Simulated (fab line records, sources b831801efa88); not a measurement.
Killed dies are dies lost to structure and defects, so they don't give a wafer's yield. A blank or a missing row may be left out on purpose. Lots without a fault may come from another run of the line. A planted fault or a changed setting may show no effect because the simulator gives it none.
Chamber matching | flow sky130 | SKY_VIA2_ETCH_14 on rie_diel-03: 4 sister chambers
The step etches BARC in N2/H2, stops on SiO2, time 45.9 s, target depth 60 nm. 4 wafers are shown with their chamber, then 8 later ones without.

WAFERS WITH THEIR CHAMBER
wafer  | chamber | drypump_motor_current_A (A)
L086.5 | 1       | 6.1
L091.2 | 0       | 5.6
L091.5 | 2       | 5.5
L094.1 | 3       | 5.9

WAFERS WITHOUT THEIR CHAMBER
wafer  | drypump_motor_current_A (A)
L094.2 | 5.7
L094.6 | 5.9
L095.1 | 5.9
L095.2 | 5.6
L095.3 | 5.5
L096.3 | 5.5
L096.4 | 5.5
L096.5 | 5.9

WHICH CHAMBER EACH WENT THROUGH
wafer  | from the rows above | in truth
L094.2 | 0                   | 0
L094.6 | 3                   | 3
L095.1 | 3                   | 3
L095.2 | 0                   | 0
L095.3 | 2                   | 2
L096.3 | 2                   | 2
L096.4 | 2                   | 2
L096.5 | 3                   | 3
Placed correctly: 8 of 8. Can't be placed from these rows: 0. Placed wrongly: 0.
How it was worked out, from the rows above alone: a wafer's distance from a chamber is the root of the sum, over the readings, of the square of ((its reading less the chamber's mean) divided by the reading's scatter). The wafer belongs to the nearest chamber; if the next one is less than 2 further off, it can't be placed. A chamber's mean is the mean of its shown wafers. The scatter: with one shown wafer a chamber, the root of the mean of the squares of how far each hidden wafer lies from its nearest shown one.
